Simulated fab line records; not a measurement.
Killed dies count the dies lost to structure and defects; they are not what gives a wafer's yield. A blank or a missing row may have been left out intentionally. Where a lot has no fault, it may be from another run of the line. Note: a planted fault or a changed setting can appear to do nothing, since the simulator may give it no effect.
Comparing a struck lot with a sound one    flow gf180mcu    15 steps out of a route of 602
Sound: wafers L757.3, L757.5, L757.6. Struck: wafer L765.5. (L765.1, L765.6 of the same lot were not struck and are left out.) The cause comes at the end.
At each step with rows: each side's tool, then ch and its chambers, then its first start. Under that, the readings that differ: sound wafers    struck wafers    difference of the means    sigmas: that difference in standard deviations of wafers without a fault.
alike: a reading whose means differ by less than 2 such deviations, as well as words and numbers matching on both sides. not compared: withheld readings; readings where some wafer has no value; bounds like >300 that might hide an equal value; numbers whose values overlap and for which the record gives no deviation.
A row with sigmas, a row that says differs or no value, or rows on one side alone: a step with any of these is where the two part. Non-overlapping numbers with no deviation appear without sigmas and do not part them. Lack of a reading on every wafer of one side parts them only where that side has two or more wafers.

GF_M4_SPUTTER_04: material TiN, target thk 50 nm, time 41.7 s.
  sound: pvdSputter-02 at day 25 17:05; struck: pvdSputter-02 at day 27 17:52
  alike: cathodeDcPowerW, throttleValvePct
GF_M4_RS_MEAS_05: the measuring method here is four-point-probe.
  sound: filmMetro-03 at day 25 17:10; struck: filmMetro-03 at day 27 17:54
  alike: M4_ALCU_RS
GF_M4_THK_MEAS_06: measures by xrf.
  sound: filmMetro-03 at day 25 17:16; struck: filmMetro-03 at day 27 18:01
  alike: M4_ALCU_THK
then, 7 steps without rows for these wafers: GF_M4_DEHYDRATE_07 (time 60 s); GF_M4_HMDS_08 (prime time 60 s); GF_M4_COAT_09 (resist thk 1000 nm); GF_M4_SOFTBAKE_10 (time 60 s); GF_M4_EXPOSE_11 (exposes mask Metal4, target cd 280 nm); GF_M4_PEB_12 (peb time 90 s); GF_M4_DEVELOP_13 (develop time 60 s).
GF_M4_CD_MEAS_14 targets a cd of 280 nm.
  sound: cdSem-01 at day 26 13:24; struck: cdSem-02 at day 28 13:24
reading    sound              struck  difference  sigmas
cdNm (nm)  278.6 279.9 279.3  281.2   +1.9        +2
GF_M4_OVL_MEAS_15:
  sound: overlay-02 at day 26 13:29; struck: overlay-02 at day 28 13:31
  alike: M4_OVL
GF_M4_METAL_ETCH_16: etches the open film in Cl2/BCl3, stops on SiO2, target depth 750.8 nm, time 125.1 s.
  sound on rieMetal-02 ch 0,1, day 26 13:34; struck on rieMetal-04 ch 1, day 28 13:34
reading                             sound                 struck  difference  sigmas
drypumpMotorCurrentA (A)            5.6 5.8 5.6           6.3     +0.6        +2
oesProductAu (a.u.)                 0.992 0.987 0.992     0.884   -0.106      -21
throttleValvePct (%)                28.249 28.235 28.243  28.350  +0.108      +11
model.KrF_of_M4_COAT_09.thkNm (nm)  680.6 682 681         739.3   +58.1       
  alike: biasW, heBacksideLeakSccm
  not compared: rfHoursCounterH
GF_M4_STRIP_17: strips in O2/N2.
  sound on plasmaAsher-03 ch 0,1, day 26 13:41; struck on plasmaAsher-03 ch 0, day 28 13:41
reading                   sound              struck  difference  sigmas
oesProductAu (a.u.)       0.528 0.536 0.537  0.564   +0.030      +6
stripTimeToEndpointS (s)  7.34 7.35 7.35     7.92    +0.57       +14
  alike: drypumpMotorCurrentA, heaterPowerW
  not compared: rfHoursCounterH
then, 1 step without rows for these wafers: GF_M4_STRIP_18 (strips in post etch residue remover, time 1200 s).

== WHERE THEY PART ==
First at GF_M4_CD_MEAS_14; last, within this record, at GF_M4_STRIP_17.

WHY: whatever the simulator had introduced
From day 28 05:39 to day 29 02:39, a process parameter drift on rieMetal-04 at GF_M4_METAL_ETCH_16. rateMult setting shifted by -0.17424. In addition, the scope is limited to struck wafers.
